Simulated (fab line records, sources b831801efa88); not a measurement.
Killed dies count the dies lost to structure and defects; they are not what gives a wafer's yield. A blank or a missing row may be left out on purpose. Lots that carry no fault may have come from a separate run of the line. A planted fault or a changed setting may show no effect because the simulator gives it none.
Struck lot and sound lot, side by side	flow sky130	43 out of 708 route steps
Sound: the wafers L219.2, L219.3, L219.5. Wafers L228.2, L228.3, L228.4 were the ones struck. The cause is named last.
Each step with rows lists, per side, the tool, then ch with its chambers, then its first start. Under that, the readings that differ: sound wafers	struck wafers	difference of the means	sigmas: that difference in standard deviations of wafers without a fault.
alike: words and numbers the same on both sides, and readings whose means are apart by under 2 such deviations; not compared: readings that were withheld, readings missing a value for some wafer, numbers with overlapping values and no deviation given by the record, and bounds like >300 which may hide the same value.
Wherever a step has rows on one side only, a row that says differs or no value, or a row with sigmas, the two part there. Non-overlapping numbers with no deviation appear without sigmas and do not part them. A reading missing from all wafers of one side parts the sides only when that side holds two or more wafers.

SKY_CAP2M_THK_MEAS_04: measures by xrf.
  sound on film_metro-01, day 42 11:44; struck on film_metro-04, day 44 22:29
  alike: CAP2M_TIN_THK
then, 7 steps without rows for these wafers: SKY_CAP2M_DEHYDRATE_05 (time 60 s); SKY_CAP2M_HMDS_06 (prime time 60 s); SKY_CAP2M_COAT_07 (resist thk 1140 nm); SKY_CAP2M_SOFTBAKE_08 (time 60 s); SKY_CAP2M_EXPOSE_09 (exposes mask CAP2M, target cd 1000 nm); SKY_CAP2M_PEB_10; SKY_CAP2M_DEVELOP_11 (develop time 60 s).
SKY_CAP2M_OVL_MEAS_12:
  sound on overlay-01, day 43 08:52; struck on overlay-01, day 45 17:40
  alike: CAP2M_OVL
then, 1 step without rows for these wafers: SKY_CAP2M_METAL_ETCH_13 (etches TiN in Cl2/BCl3, stops on SiO2, target depth 220 nm, time 62.9 s).
SKY_CAP2M_STRIP_14: strips in O2/N2.
  sound on plasma_asher-03 ch 0,1, day 43 08:58; struck on plasma_asher-04 ch 0,1, day 45 17:46
  alike: drypump_motor_current_A, oes_product_au, strip_time_to_endpoint_s
  not compared: rf_hours_counter_h
then, 1 step without rows for these wafers: SKY_CAP2M_STRIP_15 (strips in post etch residue remover, time 1200 s).
SKY_CAP2M_CLEAN_16: cleans in IPA, time 180 s.
  sound on wet_bench-04 ch 3, day 43 09:25; struck on wet_bench-04 ch 0, day 45 18:13
then, 9 steps without rows for these wafers: SKY_CAP2M_CLEAN_17 (cleans in O3/DIW); SKY_METAL4_DEHYDRATE_05 (time 60 s); SKY_METAL4_HMDS_06 (prime time 60 s); SKY_METAL4_COAT_07 (resist thk 60 nm); SKY_METAL4_COAT_08 (resist thk 1140 nm); SKY_METAL4_SOFTBAKE_09 (time 90 s); SKY_METAL4_EXPOSE_10 (exposes mask MM4, target cd 300 nm); SKY_METAL4_PEB_11; SKY_METAL4_DEVELOP_12 (develop time 60 s).
SKY_METAL4_CD_MEAS_13: target cd 300 nm.
  sound on cd_sem-02, day 44 08:10; struck on cd_sem-02, day 46 14:26
  alike: cd_nm
SKY_METAL4_OVL_MEAS_14:
  sound on overlay-02, day 44 08:16; struck on overlay-01, day 46 14:32
  alike: METAL4_OVL
SKY_METAL4_DESCUM_15: chemistry O2, time 8 s.
  sound on rie_metal-01 ch 0, day 44 08:17; struck on rie_metal-03 ch 0,1, day 46 14:34
reading	sound	struck	difference	sigmas
drypump_motor_current_A (A)	4.9 4.9 4.9	6.0 6.5 6.0	+1.3	+2
  alike: oes_product_au
  not compared: rf_hours_counter_h
SKY_METAL4_ETCH_16: etches BARC in N2/H2, stops on SiO2, time 88.2 s, target depth 60 nm.
  sound on rie_metal-01 ch 0, day 44 08:19; struck on rie_metal-03 ch 0,1, day 46 14:36
reading	sound	struck	difference	sigmas
drypump_motor_current_A (A)	4.9 4.9 4.9	6.0 6.5 6.0	+1.3	+2
  alike: oes_product_au, throttle_valve_pct
  not compared: rf_hours_counter_h
then, 2 steps without rows for these wafers: SKY_METAL4_ETCH_17 (etches SiO2 in C4F8/O2/Ar, stops on TiN, time 3.9 s, target depth 15 nm); SKY_METAL4_METAL_ETCH_18 (etches the open film in Cl2/BCl3, stops on SiO2, target depth 845 nm, time 183.1 s).
SKY_METAL4_STRIP_19: strips in O2/N2.
  sound on plasma_asher-01 ch 0,1, day 44 08:48; struck on plasma_asher-02 ch 0,1, day 46 14:53
  alike: drypump_motor_current_A, oes_product_au, strip_time_to_endpoint_s
  not compared: rf_hours_counter_h
then, 4 steps without rows for these wafers: SKY_METAL4_STRIP_20 (strips in post etch residue remover, time 1200 s); SKY_METAL4_CLEAN_21 (cleans in IPA, time 180 s); SKY_METAL4_CLEAN_22 (cleans in O3/DIW); SKY_VIA4_HDPCVD_00 (deposits SiO2, target thk 1750 nm, time 291.7 s).
SKY_VIA4_THK_MEAS_01:
  sound on film_metro-04, day 44 09:59; struck on film_metro-03, day 46 15:40
  alike: VIA4_HDPCVD_THK
SKY_VIA4_CMP_02: polishes SiO2.
  sound on cmp-01 ch 0,1, day 44 12:05; struck on cmp-01 ch 1,2,3, day 46 15:46
  alike: motor_current_A, retaining_ring_pressure_frac
SKY_VIA4_BOW_MEAS_03:
  sound on film_metro-02, day 44 12:24; struck on film_metro-03, day 46 16:02
  alike: VIA4_BOW
then, 6 steps without rows for these wafers: SKY_VIA4_DEHYDRATE_04 (time 60 s); SKY_VIA4_HMDS_05 (prime time 60 s); SKY_VIA4_COAT_06 (resist thk 1140 nm); SKY_VIA4_SOFTBAKE_07 (time 60 s); SKY_VIA4_EXPOSE_08 (exposes mask VIM4, target cd 800 nm); SKY_VIA4_PEB_09.
-- the record jumps here: 3 days lie between the struck wafers' starts before and after (it left off in module VIA4 and takes up again in module PAD_OPEN, whose first step shown is number 708 of the route) --
SKY_PAD_OPEN_PROBE_99:
  sound on prober-01, day 48 02:28; struck on prober-02, day 50 01:20
reading	sound	struck	difference	sigmas
defect_limited_yield (%)	82.3 82.9 82.3	69.5 71.1 68.7	-12.7	-7
killed_at_other	0 1 0	71 68 66	+68	+99 or more
killed_dies	87 84 87	150 142 154	+63	+7
sort_bin_3_pad_short (%)	0.6 1.2 0.6	5.7 5.3 6.3	+5.0	+12
sort_bin_5_function (%)	8.7 9.6 11.2	18.3 17.7 18.5	+8.3	+6
sort_n_pass	405 408 405	342 350 338	-63	-7
sort_yield_pct (%)	82.3 82.9 82.3	69.5 71.1 68.7	-12.7	-7
model.etest.tester.sort_n_pass	405 408 405	342 350 338	-63	
model.etest.tester.sort_yield_pct (%)	82.32 82.93 82.32	69.51 71.14 68.7	-12.74	
model.etest.tester.sort_bin_5_pct (%)	8.74 9.553 11.18	18.29 17.68 18.5	+8.33	
model.etest.tester.sort_bin_3_pct (%)	0.6098 1.22 0.6098	5.691 5.285 6.301	+4.946	
  alike: killed_at_M0_to_M3, killed_at_M4_up, killed_at_contacts, killed_at_front_end, killed_open, killed_short, sort_bin_6_memory

WHERE THEY PART
Earliest at SKY_METAL4_DESCUM_15; latest, in this record, at SKY_PAD_OPEN_PROBE_99.

WHY: what the simulator had put in
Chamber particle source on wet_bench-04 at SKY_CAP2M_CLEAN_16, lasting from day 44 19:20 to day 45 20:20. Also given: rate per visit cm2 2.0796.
